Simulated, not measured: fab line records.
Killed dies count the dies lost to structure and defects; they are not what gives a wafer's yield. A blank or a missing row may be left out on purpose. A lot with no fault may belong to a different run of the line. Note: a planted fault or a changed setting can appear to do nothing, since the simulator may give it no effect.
Chamber matching | flow gf180mcu | GF_HV_LDD_ETCHBACK_58 on rieDiel-04: 4 sister chambers
The step etches Si3N4 in CH3F/O2, stops on SiO2, time 100 s, target depth 90 nm. 4 wafers are shown with their chamber, then 7 later ones without.

WAFERS PAIRED WITH THEIR CHAMBERS
wafer  | chamber | drypumpMotorCurrentA (A)
L187.2 | 2       | 5.4
L187.5 | 3       | 5.8
L191.1 | 0       | 6.0
L191.2 | 1       | 5.5

WAFERS WITH NO CHAMBER GIVEN
wafer  | drypumpMotorCurrentA (A)
L191.3 | 5.8
L192.2 | 5.5
L192.5 | 6.1
L192.6 | 5.5
L193.2 | 5.4
L193.4 | 5.8
L193.6 | 5.4

CHAMBER TAKEN BY EACH
wafer  | from the rows above | in truth
L191.3 | 3                   | 3
L192.2 | 1                   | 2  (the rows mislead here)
L192.5 | 0                   | 0
L192.6 | 1                   | 1
L193.2 | 2                   | 2
L193.4 | 3                   | 3
L193.6 | 2                   | 2
Correct placement for 6 of the 7. Left unplaced by these rows: 0. Placed wrongly: 1.
How it was worked out, from the rows above alone: a wafer's distance from a chamber is the root of the sum, over the readings, of the square of ((its reading less the chamber's mean) divided by the reading's scatter). If the next closest chamber is less than 2 further off than the closest, the wafer can't be placed; otherwise it belongs to the closest. Each chamber's mean is taken over the wafers shown for it. The scatter (one wafer shown for each chamber): square how far every hidden wafer sits from the nearest shown wafer, average those squares and take the square root.
